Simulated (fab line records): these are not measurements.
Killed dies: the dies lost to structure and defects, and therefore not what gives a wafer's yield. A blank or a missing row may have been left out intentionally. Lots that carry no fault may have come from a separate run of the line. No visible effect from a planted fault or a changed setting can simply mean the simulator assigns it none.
Which tool is to blame? | flow sky130 | Sampling: 14 lots, 42 wafers, 3 of 708 route steps

WHAT THE GAUGES READ, wafer by wafer
SKY_VT_ADJUST_HVTR_CD_MEAS_07: the cd target is 380 nm.
lot  | measured     | on       | cdNm (nm)
L623 | day 9 03:37  | cdSem-01 | 378.6 378.3 379.9
L624 | day 9 13:37  | cdSem-02 | 377.6 375.5 378.7
L625 | day 9 15:52  | cdSem-01 | 383.1 379.7 380.9
L626 | day 10 02:52 | cdSem-01 | 377.6 378.9 380.4
L627 | day 10 14:01 | cdSem-01 | 382.2 381.8 382.1
L630 | day 11 06:18 | cdSem-02 | 378.8 379.1 378.3
L631 | day 11 12:41 | cdSem-02 | 382.3 385.0 381.0
L632 | day 12 00:35 | cdSem-01 | 375.4 378.0 376.7
L634 | day 12 14:13 | cdSem-02 | 374.4 376.7 377.5
L639 | day 15 01:25 | cdSem-02 | 385.7 384.4 382.4
L642 | day 15 16:50 | cdSem-02 | 379.2 377.5 381.6
L644 | day 16 05:43 | cdSem-01 | 380.4 381.0 380.7
L645 | day 16 09:37 | cdSem-01 | 378.4 377.5 379.8
L646 | day 18 07:54 | cdSem-01 | 379.6 380.8 379.4

SKY_SONOS_ONO_THK_MEAS_05.
lot  | measured     | on           | SONOS_ONO_CVD_04_THK (nm)
L623 | day 11 07:12 | filmMetro-02 | 5.68 5.66 5.86
L624 | day 11 18:10 | filmMetro-01 | 5.65 5.69 5.66
L625 | day 11 18:11 | filmMetro-02 | 5.75 5.70 5.75
L626 | day 12 09:19 | filmMetro-02 | 5.74 5.86 5.88
L627 | day 12 18:34 | filmMetro-02 | 5.65 5.67 5.64
L630 | day 13 16:11 | filmMetro-03 | 5.63 5.62 5.57
L631 | day 13 19:02 | filmMetro-01 | 5.94 5.80 5.95
L632 | day 14 07:08 | filmMetro-03 | 5.76 5.59 5.76
L634 | day 15 00:28 | filmMetro-01 | 5.69 5.53 5.64
L639 | day 17 14:38 | filmMetro-02 | 5.75 5.70 5.79
L642 | day 18 10:28 | filmMetro-02 | 5.73 5.76 5.72
L644 | day 18 20:13 | filmMetro-03 | 5.74 5.77 5.78
L645 | day 19 04:05 | filmMetro-01 | 5.77 5.89 5.79
L646 | day 21 04:05 | filmMetro-02 | 5.80 5.80 5.88

SKY_GATE_OXIDE_THK_MEAS_02.
lot  | measured     | on           | GATE_OXIDE_OXIDATION_00_THK (nm)
L623 | day 12 11:25 | filmMetro-02 | 10.27 10.20 10.18
L624 | day 12 19:31 | filmMetro-02 | 10.75 10.65 10.64
L625 | day 12 20:37 | filmMetro-04 | 10.29 10.16 10.25
L626 | day 13 12:14 | filmMetro-04 | 10.18 10.19 10.12
L627 | day 13 21:32 | filmMetro-04 | 10.28 10.29 10.17
L630 | day 14 20:13 | filmMetro-03 | 10.47 10.41 10.51
L631 | day 14 23:41 | filmMetro-04 | 10.17 10.37 10.16
L632 | day 15 12:03 | filmMetro-04 | 10.64 10.53 10.66
L634 | day 16 07:06 | filmMetro-03 | 10.38 10.44 10.58
L639 | day 19 00:13 | filmMetro-04 | 10.60 10.59 10.59
L642 | day 19 18:56 | filmMetro-02 | 10.24 10.41 10.28
L644 | day 20 05:25 | filmMetro-03 | 10.00 10.03 10.02
L645 | day 20 12:53 | filmMetro-02 | 10.19 10.05 10.20
L646 | day 22 13:16 | filmMetro-03 | 10.12 10.04 10.14

WHICH TOOL RAN EACH LOT (tool, then ch and the chambers of the sampled wafers, then the start)
Record: no process step prior to these readings.

WHAT THE TOOLS THEMSELVES READ (means of the sampled wafers that have a number; where no wafer has one, the mark that the record gives instead)
The record holds no such reading with a usual standard deviation.

THE ANSWER, worked out from the rows above alone
Rule: what is usual is taken from the lots themselves. Put in order of their means at a reading, lots are off if they are a third of the lots or fewer, leave a main group of 4 or more, and stand apart from it by a gap of 3 or more times the standard deviation of the main group's means; of several such gaps the widest counts. Not used: any main group whose means are identical at the precision the tables above print for the reading. Also off: a lot with no number at a reading for which 4 or more lots have one. All remaining lots with rows at the step are treated as sound. After the gauges, taken in route order, come the tools' own readings; for these a lot's mean is taken, as printed above. The first step at which some lot is off is used, and at that step the reading that is off furthest; a lot without a number counts as furthest.
No lot is off on any of the readings shown, so nothing can be concluded from this.

WHAT WAS PUT IN BY THE SIMULATOR
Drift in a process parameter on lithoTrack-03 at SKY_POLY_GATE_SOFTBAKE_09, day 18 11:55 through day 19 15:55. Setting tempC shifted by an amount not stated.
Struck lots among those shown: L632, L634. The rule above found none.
